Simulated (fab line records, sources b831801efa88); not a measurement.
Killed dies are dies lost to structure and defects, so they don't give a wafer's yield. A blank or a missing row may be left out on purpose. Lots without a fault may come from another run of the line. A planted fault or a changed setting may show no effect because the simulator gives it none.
fab line records | flow gf180mcu | part 1 of 2: steps 1 to 23 of 34
record lots=5 wafers=15 last_day=31
route steps=602 shown MIM@513 M5@526 V5@540
lots that met no fault: from a run of the same line without faults
start_h: hours from the record's first day to the start of the lot's first wafer shown | wait_h: hours since the lot's step before | " the same as in the row above | L1.1+2: a row that stands for several wafers | - no value, or no start given | * or withheld: withheld | < > ~ a bound
route shown NAME@n: a module of which the file shows steps, and the number in the route of the first | usual: mean/standard deviation of fault-free wafers | same: alike in all rows | chamber/n: place in a boat | sites: the reading at each site | _std_site: their standard deviation | _edge_site: outer sites' mean less inner sites' | radius_mm: how far each site lies from the wafer's centre | mask NAME#n: copy n | behind: the tool/chamber that last shaped the wafer | hold: why the lot was held/for how many hours/how that ended | device: the transistor (n, p or np) that didn't switch | end of line: the same wafers' tests at the end of the route | a step without rows: its recipe alone | killed: dies lost to structure and defects at the first sort, not the wafer's yield | map: a wafer's dies, x killed, . not, _ none there
set.NAME: the setting as run; set.NAME@STEP: as run at that earlier step | model.NAME: the simulator's own value behind a step, which no gauge read
lots at some steps of the route; a table a step, a row a wafer
services: from which hour (start_h, from the record's first day; less than 0 if before it) a tool's chamber was out of use, for how many hours, and why
## steps
# step GF_MIM_RS_MEAS_10
# recipe thk_meas_gauge=four-point-probe reads=TiN_of_MIM_SPUTTER_09+AlCu_of_MIM_SPUTTER_08+TiN_of_MIM_SPUTTER_07
# usual MIM_ALCU_RS=0.1607/0.0019
# columns lot.wafer tool chamber start_h wait_h MIM_ALCU_RS[ohm/sq]
L074.1 film_metro-04 - 570.65 0.0 0.1598
L074.2 " - " " 0.1592
L074.4 " - " " 0.1598
L075.1 film_metro-01 - 574.63 0.0 0.1643
L075.2 " - " " 0.1624
L075.3 " - " " 0.1636
L076.3 film_metro-04 - 583.04 0.1 0.1592
L076.5 " - " " 0.1594
L076.6 " - " " 0.1576
L082.1 film_metro-04 - 641.20 0.0 0.1608
L082.3 " - " " 0.1630
L082.4 " - " " 0.1625
L084.3 film_metro-01 - 653.32 0.1 0.1602
L084.4 " - " " 0.1597
L084.5 " - " " 0.1605
# step GF_MIM_THK_MEAS_11
# recipe thk_meas_gauge=xrf reads=AlCu_of_MIM_SPUTTER_08
# usual MIM_ALCU_THK=198/3.1
# columns lot.wafer tool chamber start_h wait_h MIM_ALCU_THK[nm]
L074.1 film_metro-04 - 570.77 0.1 200
L074.2 " - " " 201
L074.4 " - " " 199
L075.1 film_metro-01 - 574.75 0.1 194
L075.2 " - " " 196
L075.3 " - " " 194
L076.3 film_metro-04 - 583.14 0.1 202
L076.5 " - " " 201
L076.6 " - " " 203
L082.1 film_metro-04 - 641.32 0.1 198
L082.3 " - " " 196
L082.4 " - " " 198
L084.3 film_metro-01 - 653.42 0.1 196
L084.4 " - " " 198
L084.5 " - " " 200
# step GF_MIM_DEHYDRATE_12
# recipe temp_c=200 time_s=60
# usual chill_plate_temp_C=23.00/0.11 exhaust_pa=45.2/0.86
# same time_s=60
# columns lot.wafer tool chamber start_h wait_h chill_plate_temp_C exhaust_pa
L074.1 litho_track-04 0 580.57 9.8 22.88 44.2
L074.2 " 0 " " 22.95 44.1
L074.4 " 0 " " 23.09 44.6
L075.1 litho_track-04 0 584.82 10.1 23.05 45.2
L075.2 " 0 " " 22.91 45.9
L075.3 " 0 " " 22.90 43.2
L076.3 litho_track-04 0 593.52 10.4 23.14 46.2
L076.5 " 0 " " 23.08 45.1
L076.6 " 0 " " 23.11 47.2
L082.1 litho_track-03 0 650.26 8.9 22.90 45.5
L082.3 " 0 " " 23.03 45.5
L082.4 " 0 " " 22.82 44.8
L084.3 litho_track-04 0 662.92 9.5 22.89 44.3
L084.4 " 0 " " 23.05 45.8
L084.5 " 0 " " 23.03 44.8
# step GF_MIM_HMDS_13
# recipe prime_time_s=60 prime_temp_c=120
# usual chill_plate_temp_C=22.98/0.11 exhaust_pa=45.0/0.86
# same prime_time_s=60
# columns lot.wafer tool chamber start_h wait_h chill_plate_temp_C exhaust_pa
L074.1 litho_track-04 0 580.72 0.1 23.05 44.5
L074.2 " 0 " " 23.06 45.9
L074.4 " 0 " " 23.04 45.1
L075.1 litho_track-04 0 584.97 0.1 23.04 45.2
L075.2 " 0 " " 23.09 45.8
L075.3 " 0 " " 23.10 44.8
L076.3 litho_track-04 0 593.67 0.1 23.11 44.2
L076.5 " 0 " " 23.12 43.7
L076.6 " 0 " " 23.10 44.5
L082.1 litho_track-03 0 650.41 0.1 23.15 44.3
L082.3 " 0 " " 23.04 45.3
L082.4 " 0 " " 23.19 45.2
L084.3 litho_track-04 0 663.07 0.1 22.95 46.5
L084.4 " 0 " " 23.08 44.6
L084.5 " 0 " " 23.10 44.1
# step GF_MIM_COAT_14
# recipe resist=NOVOLAK spin_rpm=3000 resist_thk_nm=1000
# usual chill_plate_temp_C=23.02/0.1 exhaust_pa=45.0/0.81
# columns lot.wafer tool chamber start_h wait_h chill_plate_temp_C exhaust_pa
L074.1 litho_track-04 0 580.87 0.1 23.29 46.0
L074.2 " 0 " " 23.07 45.4
L074.4 " 0 " " 23.16 44.9
L075.1 litho_track-04 0 585.12 0.1 22.92 46.2
L075.2 " 0 " " 22.79 45.2
L075.3 " 0 " " 22.95 45.7
L076.3 litho_track-04 0 593.82 0.1 23.12 43.0
L076.5 " 0 " " 23.02 43.7
L076.6 " 0 " " 23.06 45.3
L082.1 litho_track-03 0 650.56 0.1 23.05 46.4
L082.3 " 0 " " 23.06 45.5
L082.4 " 0 " " 22.97 44.5
L084.3 litho_track-04 0 663.22 0.1 22.99 44.8
L084.4 " 0 " " 23.00 44.7
L084.5 " 0 " " 22.99 46.1
# step GF_MIM_SOFTBAKE_15
# recipe temp_c=90 time_s=60 resist=NOVOLAK
# usual chill_plate_temp_C=23.01/0.12 exhaust_pa=45.1/0.84
# same time_s=60
# columns lot.wafer tool chamber start_h wait_h chill_plate_temp_C exhaust_pa
L074.1 litho_track-04 0 581.02 0.1 22.98 45.6
L074.2 " 0 " " 23.12 44.5
L074.4 " 0 " " 23.25 45.8
L075.1 litho_track-04 0 585.27 0.1 22.96 44.8
L075.2 " 0 " " 23.20 46.3
L075.3 " 0 " " 23.22 44.7
L076.3 litho_track-04 0 593.97 0.1 22.98 45.7
L076.5 " 0 " " 22.87 45.7
L076.6 " 0 " " 23.08 46.4
L082.1 litho_track-03 0 650.71 0.1 22.84 45.4
L082.3 " 0 " " 22.97 45.4
L082.4 " 0 " " 23.10 44.7
L084.3 litho_track-04 0 663.37 0.1 23.05 45.6
L084.4 " 0 " " 23.07 44.6
L084.5 " 0 " " 23.12 43.8
# step GF_MIM_EXPOSE_16
# recipe mask_id=FuseTop target_cd_nm=2000 na=0.6 source_shape=conventional sigma_outer=0.6 dose_mj=140
# columns lot.wafer tool chamber start_h wait_h mask
L074.1+2+4 iline_stepper-02 0 - - FuseTop#0
L075.1+2+3 iline_stepper-02 0 - - FuseTop#0
L076.3+5+6 iline_stepper-02 0 - - FuseTop#0
L082.1+3+4 iline_stepper-02 0 - - FuseTop#0
L084.3+4+5 iline_stepper-02 0 - - FuseTop#0
# step GF_MIM_PEB_17
# recipe temp_c=withheld time_s=* resist=NOVOLAK
# usual chill_plate_temp_C=* exhaust_pa=45.0/1.1
# same time_s=*
# columns lot.wafer tool chamber start_h wait_h chill_plate_temp_C exhaust_pa
L074.1 litho_track-02 0 - - * 42.7
L074.2 " 0 " " * 43.9
L074.4 " 0 " " * 43.1
L075.1 litho_track-02 0 - - * 43.9
L075.2 " 0 " " * 44.9
L075.3 " 0 " " * 42.5
L076.3 litho_track-02 0 - - * 46.5
L076.5 " 0 " " * 45.4
L076.6 " 0 " " * 45.6
L082.1 litho_track-02 0 - - * 43.4
L082.3 " 0 " " * 45.0
L082.4 " 0 " " * 45.6
L084.3 litho_track-04 0 - - * 45.7
L084.4 " 0 " " * 44.2
L084.5 " 0 " " * 45.2
# step GF_MIM_DEVELOP_18
# recipe develop_time_s=60 dev_temp_c=23
# usual chill_plate_temp_C=23.01/0.11 exhaust_pa=45.0/0.86
# columns lot.wafer tool chamber start_h wait_h chill_plate_temp_C exhaust_pa
L074.1 litho_track-02 0 591.45 0.1 22.83 45.1
L074.2 " 0 " " 22.94 44.3
L074.4 " 0 " " 22.97 44.6
L075.1 litho_track-02 0 595.55 0.1 22.90 46.1
L075.2 " 0 " " 22.99 46.6
L075.3 " 0 " " 23.07 45.2
L076.3 litho_track-02 0 604.00 0.1 23.15 43.8
L076.5 " 0 " " 23.08 45.9
L076.6 " 0 " " 23.17 44.6
L082.1 litho_track-02 0 660.30 0.1 22.99 46.3
L082.3 " 0 " " 23.04 45.2
L082.4 " 0 " " 23.19 45.5
L084.3 litho_track-04 0 672.42 0.1 23.04 45.3
L084.4 " 0 " " 23.21 44.3
L084.5 " 0 " " 23.11 45.5
# step GF_MIM_METAL_ETCH_19
# recipe chemistry=Cl2/BCl3 mask_material=NOVOLAK stop_on=Si3N4 target_depth_nm=324.5 pressure_mtorr=8 icp_w=800 bias_w=140 Cl2_flow_sccm=80 bcl3_flow_sccm=40 time_s=54.1
# usual drypump_motor_current_A=6.0/0.47 oes_product_au=0.940/0.0061 throttle_valve_pct=28.286/0.01
# same time_s=54.1
# columns lot.wafer tool chamber start_h wait_h drypump_motor_current_A oes_product_au rf_hours_counter_h throttle_valve_pct
L074.1 rie_metal-03 1 591.60 0.1 5.2 0.939 10 28.286
L074.2 " 0 " " 5.9 0.944 5 28.260
L074.4 " 1 " " 5.2 0.941 - 28.288
L075.1 rie_metal-01 1 595.70 0.1 6.2 0.922 8 28.295
L075.2 " 1 " " 6.1 0.938 - 28.293
L075.3 " 1 " " 6.1 0.929 - 28.304
L076.3 rie_metal-03 1 604.12 0.1 5.2 0.939 - 28.286
L076.5 " 1 " " 5.2 0.951 - 28.271
L076.6 " 0 " " 5.9 0.943 - 28.282
L082.1 rie_metal-02 0 660.45 0.1 5.6 0.941 12 28.294
L082.3 " 1 " " 6.5 0.930 - 28.281
L082.4 " 0 " " 5.6 0.933 - 28.270
L084.3 rie_metal-03 0 672.54 0.1 5.8 0.943 - 28.286
L084.4 " 1 " " 5.2 0.946 - 28.281
L084.5 " 0 " " 5.8 0.939 - 28.277
# step GF_MIM_STRIP_20
# recipe chemistry=O2/N2 power_w=1400 pressure_mtorr=1500 platen_temp_c=250 o2_flow_sccm=3000 n2_flow_sccm=300 overash_fraction=0.5
# usual drypump_motor_current_A=5.8/0.44 heater_power_w=304/47 oes_product_au=0.692/0.0044 strip_time_to_endpoint_s=11.24/0.039
# columns lot.wafer tool chamber start_h wait_h drypump_motor_current_A heater_power_w oes_product_au rf_hours_counter_h strip_time_to_endpoint_s
L074.1 plasma_asher-03 1 591.67 0.0 6.4 241 0.694 49 11.26
L074.2 " 0 " " 5.2 286 0.697 49 11.26
L074.4 " 1 " " 6.4 238 0.692 - 11.26
L075.1 plasma_asher-03 1 595.84 0.1 6.4 239 0.688 49 11.26
L075.2 " 0 " " 5.3 273 0.692 49 11.30
L075.3 " 1 " " 6.4 237 0.696 - 11.30
L076.3 plasma_asher-03 0 604.20 0.1 5.2 278 0.698 - 11.24
L076.5 " 0 " " 5.2 281 0.697 - 11.28
L076.6 " 1 " " 6.4 231 0.702 - 11.28
L082.1 plasma_asher-02 0 660.52 0.0 6.1 362 0.693 99 11.26
L082.3 " 1 " " 5.6 346 0.699 - 11.25
L082.4 " 0 " " 6.1 356 0.691 - 11.24
L084.3 plasma_asher-03 0 672.62 0.1 5.2 272 0.685 - 11.22
L084.4 " 1 " " 6.4 237 0.686 - 11.14
L084.5 " 1 " " 6.4 242 0.694 - 11.25
# step GF_MIM_STRIP_21
# recipe chemistry=post_etch_residue_remover time_s=1200 temp_c=72.5
# same time_s=1200
# columns lot.wafer tool chamber start_h wait_h
L074.1+2+4 wet_bench-04 2 591.77 0.1
L075.1+2+3 wet_bench-04 1 595.94 0.1
L076.3+5+6 wet_bench-02 1 604.27 0.0
L082.1+3+4 wet_bench-04 3 660.62 0.1
L084.3+4+5 wet_bench-04 1 672.69 0.0
# step GF_MIM_CLEAN_22
# recipe chemistry=DIW dry=n2_spin
# columns lot.wafer tool chamber start_h wait_h
L074.1+2+4 wet_bench-03 2 592.11 0.0
L075.1+2+3 wet_bench-02 1 596.28 0.0
L076.3+5+6 wet_bench-04 3 604.61 0.0
L082.1+3+4 wet_bench-03 2 660.99 0.0
L084.3+4+5 wet_bench-03 0 673.06 0.0
# step GF_M5_DEHYDRATE_00
# recipe temp_c=200 time_s=60
# usual chill_plate_temp_C=23.00/0.099 exhaust_pa=44.8/0.93
# same time_s=60
# columns lot.wafer tool chamber start_h wait_h chill_plate_temp_C exhaust_pa
L074.1 litho_track-01 0 602.03 9.8 23.05 43.5
L074.2 " 0 " " 23.13 45.4
L074.4 " 0 " " 23.05 46.1
L075.1 litho_track-01 0 605.93 9.5 22.98 46.0
L075.2 " 0 " " 23.01 46.3
L075.3 " 0 " " 22.99 45.2
L076.3 litho_track-01 0 614.78 10.1 22.82 43.4
L076.5 " 0 " " 23.03 43.9
L076.6 " 0 " " 23.06 43.6
L082.1 litho_track-01 0 670.48 9.3 23.03 44.4
L082.3 " 0 " " 23.05 44.5
L082.4 " 0 " " 22.92 45.4
L084.3 litho_track-04 0 681.92 8.8 22.91 47.5
L084.4 " 0 " " 22.99 47.5
L084.5 " 0 " " 22.96 45.6
# step GF_M5_HMDS_01
# recipe prime_time_s=60 prime_temp_c=120
# usual chill_plate_temp_C=23.03/0.11 exhaust_pa=45.0/0.86
# same prime_time_s=60
# columns lot.wafer tool chamber start_h wait_h chill_plate_temp_C exhaust_pa
L074.1 litho_track-01 0 602.18 0.1 23.00 45.4
L074.2 " 0 " " 23.22 45.3
L074.4 " 0 " " 22.96 45.8
L075.1 litho_track-01 0 606.08 0.1 23.04 45.6
L075.2 " 0 " " 23.00 43.6
L075.3 " 0 " " 23.16 45.2
L076.3 litho_track-01 0 614.93 0.1 23.08 45.1
L076.5 " 0 " " 23.06 45.4
L076.6 " 0 " " 23.25 44.9
L082.1 litho_track-01 0 670.63 0.1 22.92 45.5
L082.3 " 0 " " 22.91 45.8
L082.4 " 0 " " 23.18 44.0
L084.3 litho_track-04 0 682.07 0.1 22.94 45.0
L084.4 " 0 " " 23.10 44.2
L084.5 " 0 " " 23.10 44.1
# step GF_M5_COAT_02
# recipe resist=KrF spin_rpm=withheld resist_thk_nm=1000
# usual chill_plate_temp_C=22.99/0.11 exhaust_pa=45.1/0.79
# columns lot.wafer tool chamber start_h wait_h chill_plate_temp_C exhaust_pa
L074.1 litho_track-01 0 602.33 0.1 22.78 44.7
L074.2 " 0 " " 22.80 44.7
L074.4 " 0 " " 22.75 44.2
L075.1 litho_track-01 0 606.23 0.1 23.17 44.4
L075.2 " 0 " " 23.05 44.7
L075.3 " 0 " " 23.09 45.0
L076.3 litho_track-01 0 615.08 0.1 23.11 45.5
L076.5 " 0 " " 22.83 46.8
L076.6 " 0 " " 22.89 45.2
L082.1 litho_track-01 0 670.78 0.1 22.82 44.2
L082.3 " 0 " " 22.96 44.8
L082.4 " 0 " " 22.92 44.8
L084.3 litho_track-04 0 682.22 0.1 22.99 44.2
L084.4 " 0 " " 23.03 44.9
L084.5 " 0 " " 22.95 45.7
# step GF_M5_SOFTBAKE_03
# recipe temp_c=130 time_s=60 resist=KrF
# usual chill_plate_temp_C=22.99/0.11 exhaust_pa=45.3/0.94
# same time_s=60
# columns lot.wafer tool chamber start_h wait_h chill_plate_temp_C exhaust_pa
L074.1 litho_track-01 0 602.48 0.1 22.95 45.4
L074.2 " 0 " " 22.83 45.3
L074.4 " 0 " " 22.86 45.5
L075.1 litho_track-01 0 606.38 0.1 23.08 46.1
L075.2 " 0 " " 23.14 44.9
L075.3 " 0 " " 23.05 45.0
L076.3 litho_track-01 0 615.23 0.1 22.94 46.3
L076.5 " 0 " " 22.99 47.0
L076.6 " 0 " " 22.93 46.2
L082.1 litho_track-01 0 670.93 0.1 23.12 45.1
L082.3 " 0 " " 23.18 45.6
L082.4 " 0 " " 23.44 45.4
L084.3 litho_track-04 0 682.37 0.1 23.01 45.1
L084.4 " 0 " " 22.73 44.4
L084.5 " 0 " " 22.75 44.9
# step GF_M5_EXPOSE_04
# recipe mask_id=Metal5 target_cd_nm=280 na=0.68 source_shape=conventional sigma_outer=0.6 dose_mj=28
# columns lot.wafer tool chamber start_h wait_h mask
L074.1+2+4 krf_scanner-02 0 - - Metal5#0
L075.1+2+3 krf_scanner-01 0 - - Metal5#0
L076.3+5+6 krf_scanner-01 0 - - Metal5#0
L082.1+3+4 krf_scanner-01 0 - - Metal5#0
L084.3+4+5 krf_scanner-02 0 - - Metal5#0
# step GF_M5_PEB_05
# recipe peb_temp_c=135 peb_time_s=90 resist=KrF
# usual chill_plate_temp_C=23.00/0.11 exhaust_pa=45.2/0.87
# columns lot.wafer tool chamber start_h wait_h chill_plate_temp_C exhaust_pa
L074.1 litho_track-04 0 - - 23.03 46.2
L074.2 " 0 " " 22.94 43.9
L074.4 " 0 " " 22.95 45.4
L075.1 litho_track-01 0 - - 22.99 44.1
L075.2 " 0 " " 23.13 44.7
L075.3 " 0 " " 23.04 45.2
L076.3 litho_track-04 0 - - 22.99 45.3
L076.5 " 0 " " 22.88 44.7
L076.6 " 0 " " 23.03 46.6
L082.1 litho_track-04 0 - - 22.96 46.4
L082.3 " 0 " " 22.84 46.8
L082.4 " 0 " " 22.76 45.3
L084.3 litho_track-01 0 - - 23.03 46.2
L084.4 " 0 " " 22.88 46.1
L084.5 " 0 " " 22.89 45.5
# step GF_M5_DEVELOP_06
# recipe develop_time_s=60 dev_temp_c=21
# usual chill_plate_temp_C=23.02/0.1 exhaust_pa=44.9/0.87
# columns lot.wafer tool chamber start_h wait_h chill_plate_temp_C exhaust_pa
L074.1 litho_track-04 0 612.77 0.2 23.06 44.4
L074.2 " 0 " " 23.04 45.9
L074.4 " 0 " " 23.04 44.3
L075.1 litho_track-01 0 616.48 0.2 22.94 44.8
L075.2 " 0 " " 22.90 45.3
L075.3 " 0 " " 23.18 45.4
L076.3 litho_track-04 0 624.87 0.1 23.00 45.7
L076.5 " 0 " " 22.80 44.8
L076.6 " 0 " " 22.70 44.5
L082.1 litho_track-04 0 680.52 0.2 22.93 45.1
L082.3 " 0 " " 23.20 45.2
L082.4 " 0 " " 22.99 45.7
L084.3 litho_track-01 0 691.73 0.1 23.04 45.1
L084.4 " 0 " " 22.97 46.1
L084.5 " 0 " " 22.99 45.4
# step GF_M5_CD_MEAS_07
# recipe target_cd_nm=280
# usual cd_nm=280.1/1.3
# columns lot.wafer tool chamber start_h wait_h cd_nm
L074.1 cd_sem-01 - 612.92 0.1 281.8
L074.2 " - " " 280.8
L074.4 " - " " 281.4
L075.1 cd_sem-01 - 616.63 0.1 279.2
L075.2 " - " " 279.6
L075.3 " - " " 280.1
L076.3 cd_sem-01 - 625.01 0.1 279.2
L076.5 " - " " 278.9
L076.6 " - " " 278.0
L082.1 cd_sem-01 - 680.70 0.2 280.7
L082.3 " - " " 280.2
L082.4 " - " " 279.2
L084.3 cd_sem-02 - 691.87 0.1 279.5
L084.4 " - " " 279.1
L084.5 " - " " 277.5
# step GF_M5_OVL_MEAS_08
# usual M5_OVL=1/4.8
# columns lot.wafer tool chamber start_h wait_h M5_OVL[nm]
L074.1 overlay-01 - 613.04 0.1 -2
L074.2 " - " " 2
L074.4 " - " " 2
L075.1 overlay-02 - 616.75 0.1 4
L075.2 " - " " -3
L075.3 " - " " 3
L076.3 overlay-01 - 625.10 0.1 2
L076.5 " - " " -1
L076.6 " - " " 3
L082.1 overlay-01 - 680.82 0.1 4
L082.3 " - " " 0
L082.4 " - " " -1
L084.3 overlay-01 - 691.96 0.1 -4
L084.4 " - " " 7
L084.5 " - " " -1
# step GF_M5_ETCH_09
# recipe chemistry=CF4/O2 target=Si3N4 target_depth_nm=52 source_w=800 bias_w=150 pressure_mtorr=150 cf4_flow_sccm=80 O2_flow_sccm=10 time_s=11.6
# usual drypump_motor_current_A=5.8/0.43 oes_product_au=1.001/0.0099 throttle_valve_pct=5.970/0.0089
# same time_s=11.6
# columns lot.wafer tool chamber start_h wait_h drypump_motor_current_A oes_product_au rf_hours_counter_h throttle_valve_pct
L074.1 rie_diel-03 1 613.07 0.0 5.9 1.012 10 5.976
L074.2 " 2 " " 6.5 0.995 13 5.968
L074.4 " 3 " " 5.7 1.006 4 5.972
L075.1 rie_diel-02 2 616.79 0.0 5.5 1.012 20 5.950
L075.2 " 1 " " 6.3 1.002 16 5.969
L075.3 " 0 " " 5.7 0.990 31 5.979
L076.3 rie_diel-02 0 625.12 0.0 5.7 0.984 31 5.964
L076.5 " 1 " " 6.3 1.008 - 5.953
L076.6 " 0 " " 5.7 0.995 - 5.967
L082.1 rie_diel-03 0 680.86 0.0 5.6 1.010 17 5.967
L082.3 " 2 " " 6.5 1.001 15 5.965
L082.4 " 1 " " 5.9 1.010 12 5.965
L084.3 rie_diel-03 2 691.99 0.0 6.5 0.992 15 5.972
L084.4 " 3 " " 5.7 1.003 6 5.972
L084.5 " 2 " " 6.5 1.004 - 5.973
